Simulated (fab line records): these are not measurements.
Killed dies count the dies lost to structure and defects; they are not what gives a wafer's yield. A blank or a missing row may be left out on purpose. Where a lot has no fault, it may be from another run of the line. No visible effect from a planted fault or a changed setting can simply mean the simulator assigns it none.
Which tool was responsible? + flow sky130 + 39 wafers from 13 lots sampled at 3 of the route's 708 steps

## WHAT THE GAUGES READ, wafer by wafer
The record holds no reading of a measuring or inspecting step that can be judged against a usual standard deviation.

## EACH LOT AND THE TOOL THAT RAN IT (in order: tool; ch and the chambers of the sampled wafers; start)
| lot  | SKY_CAPM_COAT_07                  | SKY_CAPM_STRIP_14                    | SKY_PAD_OPEN_PROBE_99   |
|------|-----------------------------------|--------------------------------------|-------------------------|
| L737 | litho_track-03 ch 0, day 36 12:06 | plasma_asher-02 ch 0,1, day 37 00:59 | -                       |
| L738 | litho_track-03 ch 0, day 37 02:18 | plasma_asher-03 ch 0, day 37 15:46   | -                       |
| L739 | litho_track-01 ch 0, day 37 11:44 | plasma_asher-02 ch 0,1, day 38 00:23 | -                       |
| L740 | litho_track-03 ch 0, day 37 20:24 | plasma_asher-01 ch 0,1, day 38 09:23 | -                       |
| L741 | litho_track-03 ch 0, day 38 08:39 | plasma_asher-03 ch 0,1, day 38 21:27 | -                       |
| L744 | litho_track-04 ch 0, day 39 09:47 | plasma_asher-03 ch 0,1, day 39 21:58 | -                       |
| L745 | litho_track-04 ch 0, day 39 15:46 | plasma_asher-01 ch 1, day 40 03:52   | -                       |
| L746 | litho_track-04 ch 0, day 39 18:11 | plasma_asher-01 ch 0,1, day 40 06:06 | -                       |
| L747 | litho_track-04 ch 0, day 39 23:46 | plasma_asher-01 ch 0,1, day 40 11:37 | prober-01, day 48 04:57 |
| L753 | litho_track-01 ch 0, day 41 17:23 | plasma_asher-03 ch 0,1, day 42 05:10 | -                       |
| L754 | litho_track-03 ch 0, day 42 02:54 | plasma_asher-02 ch 0,1, day 42 14:53 | prober-02, day 49 20:49 |
| L757 | litho_track-03 ch 0, day 43 06:36 | plasma_asher-03 ch 0,1, day 43 18:13 | -                       |
| L760 | litho_track-01 ch 0, day 43 16:23 | plasma_asher-03 ch 0,1, day 44 02:53 | -                       |
- SKY_CAPM_COAT_07: resist thk 1140 nm.
- SKY_CAPM_STRIP_14: strips in O2/N2.
- SKY_PAD_OPEN_PROBE_99

## WHAT THE TOOLS THEMSELVES READ (means of the sampled wafers that have a number; where no wafer has one, the mark that the record gives instead)
SKY_CAPM_COAT_07. Usual: exhaust_pa 45.2 Pa, standard deviation 0.95; spin_speed_rpm 3000.0 rpm, standard deviation 2.
| lot  | tool           | exhaust_pa (Pa) | spin_speed_rpm (rpm) | flag |
|------|----------------|-----------------|----------------------|------|
| L737 | litho_track-03 | 44.9            | 3002.6               |      |
| L738 | litho_track-03 | 45.3            | 3000.6               |      |
| L739 | litho_track-01 | 45.1            | 3000.8               |      |
| L740 | litho_track-03 | 45.4            | 2999.7               |      |
| L741 | litho_track-03 | 44.3            | 3001.0               |      |
| L744 | litho_track-04 | 45.8            | 2997.0               |      |
| L745 | litho_track-04 | 45.7            | 2999.5               |      |
| L746 | litho_track-04 | 45.0            | 3280.2               | OFF  |
| L747 | litho_track-04 | 45.7            | 3280.7               | OFF  |
| L753 | litho_track-01 | 45.8            | 2998.8               |      |
| L754 | litho_track-03 | 44.5            | 2997.0               |      |
| L757 | litho_track-03 | 45.9            | 2999.3               |      |
| L760 | litho_track-01 | 44.5            | 2999.4               |      |

SKY_CAPM_STRIP_14. Usual: drypump_motor_current_A 5.8 A, standard deviation 0.45; oes_product_au 0.710 a.u., standard deviation 0.0047; strip_time_to_endpoint_s 12.67 s, standard deviation 0.05.
| lot  | tool            | drypump_motor_current_A (A) | oes_product_au (a.u.) | strip_time_to_endpoint_s (s) | flag |
|------|-----------------|-----------------------------|-----------------------|------------------------------|------|
| L737 | plasma_asher-02 | 5.5                         | 0.714                 | 12.69                        |      |
| L738 | plasma_asher-03 | 5.7                         | 0.711                 | 12.65                        |      |
| L739 | plasma_asher-02 | 5.5                         | 0.711                 | 12.60                        |      |
| L740 | plasma_asher-01 | 6.0                         | 0.710                 | 12.66                        |      |
| L741 | plasma_asher-03 | 5.8                         | 0.712                 | 12.66                        |      |
| L744 | plasma_asher-03 | 5.8                         | 0.707                 | 12.70                        |      |
| L745 | plasma_asher-01 | 6.0                         | 0.710                 | 12.64                        |      |
| L746 | plasma_asher-01 | 6.0                         | 0.712                 | 12.07                        | OFF  |
| L747 | plasma_asher-01 | 6.0                         | 0.714                 | 12.08                        | OFF  |
| L753 | plasma_asher-03 | 5.8                         | 0.711                 | 12.65                        |      |
| L754 | plasma_asher-02 | 6.0                         | 0.713                 | 12.70                        |      |
| L757 | plasma_asher-03 | 5.8                         | 0.711                 | 12.66                        |      |
| L760 | plasma_asher-03 | 5.8                         | 0.709                 | 12.57                        |      |

SKY_PAD_OPEN_PROBE_99. Usual: defect_limited_yield 82.5 %, standard deviation 1.7; killed_at_M0_to_M3 43, standard deviation 6.7; killed_at_M4_up 3.2, standard deviation 1.8; killed_at_contacts 24, standard deviation 4.8; killed_at_front_end 16, standard deviation 4.2; killed_at_other 0.3, standard deviation 0.56; killed_dies 86, standard deviation 8.5; killed_open 47, standard deviation 6.7; killed_short 39, standard deviation 6; sort_bin_3_pad_short 0.9 %, standard deviation 0.45; sort_bin_5_function 10.3 %, standard deviation 1.6; sort_bin_6_memory 6.3 %, standard deviation 1; sort_n_pass 406, standard deviation 8.5; sort_yield_pct 82.5 %, standard deviation 1.7.
| lot  | tool      | defect_limited_yield (%) | killed_at_M0_to_M3 | killed_at_M4_up | killed_at_contacts | killed_at_front_end | killed_at_other | killed_dies | killed_open | killed_short | sort_bin_3_pad_short (%) | sort_bin_5_function (%) | sort_bin_6_memory (%) | sort_n_pass | sort_yield_pct (%) | flag |
|------|-----------|--------------------------|--------------------|-----------------|--------------------|---------------------|-----------------|-------------|-------------|--------------|--------------------------|-------------------------|-----------------------|-------------|--------------------|------|
| L747 | prober-01 | 84.1                     | 44                 | 2.7             | 19                 | 12                  | 0.3             | 78          | 41          | 37           | 1.0                      | 9.1                     | 5.8                   | 414         | 84.1               |      |
| L754 | prober-02 | 83.9                     | 33                 | 3.0             | 25                 | 17                  | 1.0             | 79          | 42          | 37           | 0.5                      | 9.4                     | 6.2                   | 413         | 83.9               |      |

## THE ANSWER, worked out from the rows above alone
Rule: a lot is off if the mean of its wafers that have a number lies more than 3 standard deviations from the usual mean. Also off: a lot with no number at a reading for which 4 or more lots have one. All remaining lots with rows at the step are treated as sound. After the gauges, taken in route order, come the tools' own readings; for these a lot's mean is taken, as printed above. The first step at which some lot is off is used, and at that step the reading that is off furthest; a lot without a number counts as furthest.
Off: L746, L747, at SKY_CAPM_COAT_07 (spin_speed_rpm).
If a tool, at that step or one of the process steps before it, ran each lot that is off and ran no sound lot following the first of them, it fits. One fits: SKY_CAPM_COAT_07 on litho_track-04. Its last sound lot is L745 (day 39 15:46), its first lot that is off L746 (day 39 18:11): a fault that began between those two fits.
On the lots that are off, the tool's own readings at SKY_CAPM_COAT_07 differ by more than 5 times the standard deviation of the sound lots' means, which bears it out; spin_speed_rpm reads 3280.4 rpm there versus 2999.6 rpm on the sound lots.

## WHAT THE SIMULATOR HAD INSERTED
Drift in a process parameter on litho_track-04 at SKY_CAPM_COAT_07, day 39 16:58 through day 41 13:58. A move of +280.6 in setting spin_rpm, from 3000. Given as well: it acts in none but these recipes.
Lots struck among those shown: L746, L747. The rule given above showed the same thing.
